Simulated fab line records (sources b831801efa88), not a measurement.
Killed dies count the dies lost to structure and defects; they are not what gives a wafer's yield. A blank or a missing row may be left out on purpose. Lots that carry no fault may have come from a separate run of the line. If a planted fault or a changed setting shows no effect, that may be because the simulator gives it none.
Which tool is to blame? / flow gf180mcu / route of 602 steps, sampled at 1 step: 7 lots, 20 wafers

## WHAT THE GAUGES READ, wafer by wafer
GF_HV_LDD_CD_MEAS_07: the cd target is 400 nm.
lot=L525; measured=day 10 05:17; on=cd sem-01; cd nm (nm)=401.9 400.4 403.2
lot=L528; measured=day 11 04:35; on=cd sem-01; cd nm (nm)=401.1 401.8 401.8
lot=L530; measured=day 11 21:47; on=cd sem-02; cd nm (nm)=403.5 401.5 404.7
lot=L532; measured=day 12 11:16; on=cd sem-01; cd nm (nm)=393.1 395.0 394.3
lot=L537; measured=day 13 23:04; on=cd sem-01; cd nm (nm)=400.6 399.3 401.3
lot=L538; measured=day 14 17:55; on=cd sem-01; cd nm (nm)=397.6 398.1
lot=L547; measured=day 16 21:35; on=cd sem-01; cd nm (nm)=401.8 400.0 401.4

## TOOL THAT RAN EACH LOT (tool first, then ch and the chambers of the sampled wafers, then the start)
Record: no process step prior to these readings.

## THE ANSWER, worked out from the rows above alone
Rule: what is usual is taken from the lots themselves. Put in order of their means at a reading, lots are off if they are a third of the lots or fewer, leave a main group of 4 or more, and stand apart from it by a gap of 3 or more times the standard deviation of the main group's means; of several such gaps the widest counts. The tables above print the reading to a certain number of digits; a main group whose means all agree to those digits is not used. A lot without any number at a reading at which 4 lots or more have one is off too. Where the step has rows for the other lots, those lots are counted as sound.
Nothing can be told from this: no lot is off at any reading shown.

## WHAT THE SIMULATOR PUT IN
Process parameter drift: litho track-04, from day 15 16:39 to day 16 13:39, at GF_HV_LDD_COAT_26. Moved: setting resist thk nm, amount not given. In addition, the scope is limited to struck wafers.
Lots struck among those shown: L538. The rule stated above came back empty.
